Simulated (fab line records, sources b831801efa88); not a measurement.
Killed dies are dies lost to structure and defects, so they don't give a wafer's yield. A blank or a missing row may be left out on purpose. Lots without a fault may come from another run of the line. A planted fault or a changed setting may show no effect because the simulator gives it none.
Which tool did it? | flow gf180mcu | 12 lots, 35 wafers sampled, at 6 steps of a route of 602

WHAT THE GAUGES READ, wafer by wafer
GF_V5_BOW_MEAS_05. Usual: V5_BOW 134 um, standard deviation 11.
lot  | measured     | on            | V5_BOW (um) | flag
L451 | day 26 08:45 | film_metro-01 | 126 123 134 |
L454 | day 27 10:18 | film_metro-02 | 130 118 139 |
L456 | day 28 00:45 | film_metro-03 | 120 124 112 |
L460 | day 29 08:32 | film_metro-01 | 131 142 132 |
L461 | day 29 11:46 | film_metro-02 | 137 144     |
L465 | day 30 16:06 | film_metro-02 | 155 139 146 |
L468 | day 31 13:56 | film_metro-03 | 136 124 128 |
L470 | day 31 21:11 | film_metro-02 | 140 134 144 |
L471 | day 32 05:19 | film_metro-02 | 138 137 149 |
L472 | day 32 09:59 | film_metro-03 | 118 124 134 |
L473 | day 32 14:50 | film_metro-01 | 145 139 145 |
L474 | day 32 21:46 | film_metro-01 | 142 150 137 |

GF_V5_RS_MEAS_24: measures by four-point-probe. Usual: V5_W_RS 0.328 ohm/sq, standard deviation 0.0036.
lot  | measured     | on            | V5_W_RS (ohm/sq)     | flag
L451 | day 27 05:29 | film_metro-03 | 0.322 0.329 0.326    |
L454 | day 28 06:54 | film_metro-01 | 0.326 0.328 0.326    |
L456 | day 28 21:08 | film_metro-01 | 0.335 0.328 0.334    |
L460 | day 30 04:18 | film_metro-03 | 43.762 42.968 44.787 | OFF
L461 | day 30 07:14 | film_metro-01 | 44.470 44.740        | OFF
L465 | day 31 11:02 | film_metro-03 | 0.328 0.329 0.327    |
L468 | day 32 07:19 | film_metro-02 | 0.322 0.325 0.321    |
L470 | day 32 14:49 | film_metro-03 | 0.324 0.325 0.327    |
L471 | day 32 22:43 | film_metro-03 | 0.328 0.324 0.326    |
L472 | day 33 02:46 | film_metro-03 | 0.327 0.326 0.327    |
L473 | day 33 07:40 | film_metro-02 | 0.327 0.331 0.327    |
L474 | day 33 14:32 | film_metro-02 | 0.324 0.329 0.333    |

GF_V5_THK_MEAS_25: measures by xrf. Usual: V5_W_THK 346 nm, standard deviation 5.
lot  | measured     | on            | V5_W_THK (nm) | flag
L451 | day 27 05:36 | film_metro-03 | 352 347 351   |
L454 | day 28 07:01 | film_metro-01 | 348 345 347   |
L456 | day 28 21:13 | film_metro-01 | 337 346 337   |
L460 | day 30 04:25 | film_metro-03 | <0 <0 <0      | OFF
L461 | day 30 07:19 | film_metro-01 | <0 -          | OFF
L465 | day 31 11:09 | film_metro-03 | 346 344 348   |
L468 | day 32 07:26 | film_metro-02 | 358 353 358   |
L470 | day 32 14:56 | film_metro-03 | 349 348 345   |
L471 | day 32 22:49 | film_metro-03 | 344 349 347   |
L472 | day 33 02:53 | film_metro-03 | 345 349 345   |
L473 | day 33 07:45 | film_metro-02 | 354 350 355   |
L474 | day 33 14:38 | film_metro-02 | 357 351 347   |

WHICH TOOL RAN EACH LOT (tool, then ch and the chambers of the sampled wafers, then the start)
lot  | GF_V4_SPUTTER_22             | GF_MIM_SPUTTER_04            | GF_V5_CVD_23
L451 | pvd_sputter-01, day 24 11:56 | pvd_sputter-04, day 24 12:44 | cvd_w-01 ch 1, day 27 05:22
L454 | pvd_sputter-01, day 25 13:47 | pvd_sputter-02, day 25 14:43 | cvd_w-02 ch 0,1, day 28 06:47
L456 | pvd_sputter-01, day 26 05:25 | pvd_sputter-04, day 26 06:14 | cvd_w-02 ch 0,1, day 28 20:59
L460 | pvd_sputter-01, day 27 15:27 | pvd_sputter-04, day 27 16:16 | cvd_w-01 ch 0,1, day 30 04:11
L461 | pvd_sputter-01, day 27 19:22 | pvd_sputter-04, day 27 20:10 | cvd_w-01 ch 0,1, day 30 07:07
L465 | pvd_sputter-01, day 29 00:46 | pvd_sputter-02, day 29 01:35 | cvd_w-01 ch 0,1, day 31 10:54
L468 | pvd_sputter-03, day 29 23:28 | pvd_sputter-02, day 30 00:16 | cvd_w-01 ch 0,1, day 32 07:13
L470 | pvd_sputter-02, day 30 07:33 | pvd_sputter-04, day 30 08:22 | cvd_w-02 ch 0,1, day 32 14:42
L471 | pvd_sputter-03, day 30 15:53 | pvd_sputter-04, day 30 16:49 | cvd_w-02 ch 0,1, day 32 22:35
L472 | pvd_sputter-01, day 30 20:56 | pvd_sputter-02, day 30 22:05 | cvd_w-01 ch 0,1, day 33 02:40
L473 | pvd_sputter-02, day 31 01:07 | pvd_sputter-04, day 31 02:02 | cvd_w-02 ch 0,1, day 33 07:31
L474 | pvd_sputter-02, day 31 09:37 | pvd_sputter-01, day 31 10:26 | cvd_w-01 ch 0,1, day 33 14:24
- GF_V4_SPUTTER_22: material TiN, target thk 10 nm, time 40 s.
- GF_MIM_SPUTTER_04: material TiN, target thk 50 nm, time 41.7 s.
- GF_V5_CVD_23: deposits W, target thk 350 nm, time 104.9 s.

WHAT THE TOOLS THEMSELVES READ (means of the sampled wafers that have a number; where no wafer has one, the mark that the record gives instead)
GF_V4_SPUTTER_22. Usual: throttle_valve_pct 30.5 %, standard deviation 1.2.
lot  | tool           | throttle_valve_pct (%) | flag
L451 | pvd_sputter-01 | 30.8                   |
L454 | pvd_sputter-01 | 29.2                   |
L456 | pvd_sputter-01 | 31.0                   |
L460 | pvd_sputter-01 | 30.8                   |
L461 | pvd_sputter-01 | 30.0                   |
L465 | pvd_sputter-01 | 30.3                   |
L468 | pvd_sputter-03 | 32.2                   |
L470 | pvd_sputter-02 | 29.9                   |
L471 | pvd_sputter-03 | 31.8                   |
L472 | pvd_sputter-01 | 30.5                   |
L473 | pvd_sputter-02 | 30.8                   |
L474 | pvd_sputter-02 | 30.0                   |

GF_MIM_SPUTTER_04. Usual: throttle_valve_pct 30.1 %, standard deviation 0.98.
lot  | tool           | throttle_valve_pct (%) | flag
L451 | pvd_sputter-04 | 29.7                   |
L454 | pvd_sputter-02 | 30.8                   |
L456 | pvd_sputter-04 | 30.1                   |
L460 | pvd_sputter-04 | 30.5                   |
L461 | pvd_sputter-04 | 30.5                   |
L465 | pvd_sputter-02 | 30.0                   |
L468 | pvd_sputter-02 | 31.6                   |
L470 | pvd_sputter-04 | 29.7                   |
L471 | pvd_sputter-04 | 29.9                   |
L472 | pvd_sputter-02 | 29.9                   |
L473 | pvd_sputter-04 | 29.6                   |
L474 | pvd_sputter-01 | 30.1                   |

GF_V5_CVD_23. Usual: chamber_pressure_Torr 40.00 Torr, standard deviation 0.081; heater_power_outer_w 576 W, standard deviation 49; heater_power_w 927 W, standard deviation 63.
lot  | tool     | chamber_pressure_Torr (Torr) | heater_power_outer_w (W) | heater_power_w (W) | flag
L451 | cvd_w-01 | 40.06                        | 502                      | 825                |
L454 | cvd_w-02 | 40.09                        | 577                      | 970                |
L456 | cvd_w-02 | 40.08                        | 576                      | 969                |
L460 | cvd_w-01 | -                            | -                        | -                  | OFF
L461 | cvd_w-01 | -                            | -                        | -                  | OFF
L465 | cvd_w-01 | 39.99                        | 554                      | 881                |
L468 | cvd_w-01 | 40.08                        | 587                      | 921                |
L470 | cvd_w-02 | 39.89                        | 580                      | 965                |
L471 | cvd_w-02 | 40.02                        | 574                      | 939                |
L472 | cvd_w-01 | 40.13                        | 601                      | 930                |
L473 | cvd_w-02 | 40.02                        | 586                      | 935                |
L474 | cvd_w-01 | 40.03                        | 541                      | 860                |

THE ANSWER, worked out from the rows above alone
Rule: a lot is off if the mean of its wafers that have a number lies more than 3 standard deviations from the usual mean. A lot without any number at a reading at which 4 lots or more have one is off too. The other lots that the step has rows for count as sound. The gauges are gone through in route order, then the tools' own readings, and for those a lot's mean is taken as printed above. The first step at which some lot is off is used, and at that step the reading that is off furthest; a lot without a number counts as furthest.
Off: L460, L461, at GF_V5_RS_MEAS_24 (V5_W_RS).
A tool fits if, at a process step before that reading, it ran every lot that is off, and no sound lot after the first of them. The gauges at GF_V5_RS_MEAS_24 aren't tried: what is off there is off at GF_V5_CVD_23 too, on other tools, and a gauge's error can't cause that. None of those tried fits.

WHAT THE SIMULATOR HAD PUT IN
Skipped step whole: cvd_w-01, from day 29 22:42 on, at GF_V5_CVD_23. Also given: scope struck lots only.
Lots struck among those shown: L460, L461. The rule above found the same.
